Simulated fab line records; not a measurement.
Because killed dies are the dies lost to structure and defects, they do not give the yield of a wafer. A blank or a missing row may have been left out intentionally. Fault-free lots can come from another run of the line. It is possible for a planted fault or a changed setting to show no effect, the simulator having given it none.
2 desks looking at one fault || flow sky130 || only its own numbers are on each desk; what lay behind them is given at the end

AT THE METROLOGY DESK
Means of the sampled wafers that have a number, per lot and without regard to the tool the lot ran on: this is what the gauges read. The brackets show how far a lot's mean lies from the usual mean; more than 4 standard deviations puts the lot out of limits, marked OUT.
Columns: A = SD_P_TW at SKY_SD_P_TW_MEAS_11, usual 2832; B = SD_P_RS at SKY_SD_N_RS_MEAS_17, usual 147.2 ohm/sq; C = METAL1_ALCU_THK at SKY_METAL1_THK_MEAS_06, usual 261 nm; D = VIA1_BOW at SKY_VIA1_BOW_MEAS_03, usual 78 um
{"lot": "L110", "first seen here": "day 25 09:32", "A": 2819, "B": 147.2, "C": 256, "D": 77}
{"lot": "L115", "first seen here": "day 27 16:08", "A": 2827, "B": 146.8, "C": 266, "D": 73}
{"lot": "L117", "first seen here": "day 27 21:59", "A": "2710 (-11) OUT", "B": "150.4 (+8.0) OUT", "C": 258, "D": 76}
{"lot": "L119", "first seen here": "day 28 21:08", "A": 2817, "B": 147.7, "C": 262, "D": 74}
{"lot": "L121", "first seen here": "day 29 07:06", "A": "2720 (-10) OUT", "B": "151.0 (+9.5) OUT", "C": 256, "D": 70}
{"lot": "L125", "first seen here": "day 31 08:29", "A": 2833, "B": 146.7, "C": 259, "D": 71}
{"lot": "L127", "first seen here": "day 32 15:04", "A": 2824, "B": 147.4, "C": 255, "D": 74}
{"lot": "L128", "first seen here": "day 32 16:06", "A": 2839, "B": 146.9, "C": 257, "D": 72}
{"lot": "L131", "first seen here": "day 32 19:22", "A": 2831, "B": 146.9, "C": 263, "D": 84}
{"lot": "L130", "first seen here": "day 32 22:23", "A": 2822, "B": 147.4, "C": 260, "D": 83}
{"lot": "L133", "first seen here": "day 33 22:04", "A": 2843, "B": 147.3, "C": 260, "D": 78}
Per this desk, out of limits: L117, L121; the first was L117, day 27 21:59 (SD_P_TW at SKY_SD_P_TW_MEAS_11). Within limits: L110, L115, L119, L125, L127, L128, L131, L130, L133.

FOR THE TOOL OWNER'S DESK: implanter-03
The tool's own readings at SKY_SD_P_IMPLANT_09: means of the sampled wafers that have a number, for each lot that ran on this tool. The brackets show how far a lot's mean lies from the usual mean; more than 4 standard deviations puts the lot out of limits, marked OUT.
Columns: A = beamOnS at SKY_SD_P_IMPLANT_09, usual 14.4 s; B = faradayCurrentUA at SKY_SD_P_IMPLANT_09, usual 11420
{"lot": "L110", "first seen here": "day 25 09:17", "A": 14.4, "B": 11383}
{"lot": "L117", "first seen here": "day 27 21:44", "A": "11.5 (-4.8) OUT", "B": "14250 (+5.9) OUT"}
{"lot": "L121", "first seen here": "day 29 06:52", "A": "11.7 (-4.4) OUT", "B": "14013 (+5.4) OUT"}
{"lot": "L131", "first seen here": "day 32 19:09", "A": 14.5, "B": 11286}
{"lot": "L130", "first seen here": "day 32 22:09", "A": 14.7, "B": 11178}
{"lot": "L133", "first seen here": "day 33 21:52", "A": 14.4, "B": 11367}
This desk's verdict: out of limits on L117, L121, starting with L117 at day 27 21:44 (beamOnS at SKY_SD_P_IMPLANT_09). Within limits: L110, L131, L130, L133.

ALL TOGETHER
On L117, L121, at day 27 21:44, an alarm was possible from the tool owner's desk.
An alarm was possible from the metrology desk at day 27 21:59, on L117, L121.
All the named lots went through SKY_SD_P_IMPLANT_09 on implanter-03.

WHAT THE SIMULATOR HAD PUT IN
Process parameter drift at SKY_SD_P_IMPLANT_09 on implanter-03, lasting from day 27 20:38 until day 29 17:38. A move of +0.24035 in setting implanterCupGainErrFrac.
Struck lots among those shown: L117, L121.
Hours from the fault's start to each desk's first reading out of limits: the tool owner's desk, 1; the metrology desk, 1.
